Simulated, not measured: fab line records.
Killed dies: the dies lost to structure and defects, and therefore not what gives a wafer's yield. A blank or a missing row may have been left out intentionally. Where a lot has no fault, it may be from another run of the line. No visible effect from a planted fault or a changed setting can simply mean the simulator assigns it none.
Comparing a struck lot with a sound one + flow gf180mcu + 15 steps out of a route of 602
Sound: the wafers L915.2, L915.3, L915.4. The struck wafers were L926.2, L926.4, L926.6. The cause comes at the end.
Each step with rows lists, per side, the tool, then ch with its chambers, then its first start. Under that, the readings that differ: sound wafers + struck wafers + difference of the means + sigmas: that difference in standard deviations of wafers without a fault.
alike: readings with means less than 2 such deviations apart, plus words and numbers identical on both sides. not compared: withheld readings, readings lacking a value on some wafer, bounds such as >300 that could conceal the same value, and numbers that have no deviation in the record and whose values overlap.
The two part at a step that has a row with sigmas, a row that says differs or no value, or rows on one side only. Numbers that don't overlap but have no deviation are shown without sigmas and don't part them. A reading missing from all wafers of one side parts the sides only when that side holds two or more wafers.

first, 4 steps without rows for these wafers: GF_STI_WET_ETCH_26 (etches SiO2 in dHF, target depth 94 nm, time 188 s); GF_STI_WET_ETCH_27 (etches Si3N4 in H3PO4, target depth 160 nm, time 1825 s); GF_STI_WET_ETCH_28 (etches SiO2 in dHF, target depth 20 nm, time 40 s); GF_STI_OXIDATION_29 (stabilise 600 s, purge 300 s, target thk 10 nm).
GF_STI_THK_MEAS_30:
  sound on film_metro-01, day 2 06:37; struck on film_metro-03, day 4 13:45
  alike: STI_OXIDATION_02_THK
then, 7 steps without rows for these wafers: GF_DNWELL_DEHYDRATE_00 (time 60 s); GF_DNWELL_HMDS_01 (prime time 60 s); GF_DNWELL_COAT_02 (resist thk 3000 nm); GF_DNWELL_SOFTBAKE_03; GF_DNWELL_EXPOSE_04 (exposes mask DNWELL, target cd 1700 nm); GF_DNWELL_PEB_05; GF_DNWELL_DEVELOP_06 (develop time 60 s).
GF_DNWELL_IMPLANT_07:
  sound on implanter-02 ch 0, day 2 18:32; struck on implanter-04 ch 0, day 5 03:31
| reading                   | sound                | struck               | difference | sigmas |
|---------------------------|----------------------|----------------------|------------|--------|
| beam_energy_keV           | 1500.2 1499.4 1500.5 | 1470.2 1470.2 1470.3 | -29.8      | -65    |
| model.implant.drp_nm (nm) | 197.4 197.4 197.4    | 196.2 196.2 196.2    | -1.2       |        |
  alike: beam_on_s, faraday_current_uA
GF_DNWELL_STRIP_08: strips in O2/N2.
  sound on plasma_asher-04 ch 0,1, day 2 18:40; struck on plasma_asher-02 ch 0,1, day 5 03:38
  alike: drypump_motor_current_A, heater_power_w, oes_product_au, strip_time_to_endpoint_s
  not compared: rf_hours_counter_h
-- the record jumps here: 27 days lie between the struck wafers' starts before and after (it left off in module DNWELL and takes up again in module PASSIVATION, whose first step shown is number 602 of the route) --
GF_PASSIVATION_PROBE_99:
  rows exist in the record for the struck wafers here (prober-02, day 32 04:06), but not for the sound ones

== WHERE THEY PART ==
Earliest at GF_DNWELL_IMPLANT_07; latest, in this record, at GF_PASSIVATION_PROBE_99.

WHY: what the simulator had put in
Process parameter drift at GF_DNWELL_IMPLANT_07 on implanter-04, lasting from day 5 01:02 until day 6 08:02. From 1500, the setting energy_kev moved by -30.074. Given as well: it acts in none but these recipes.
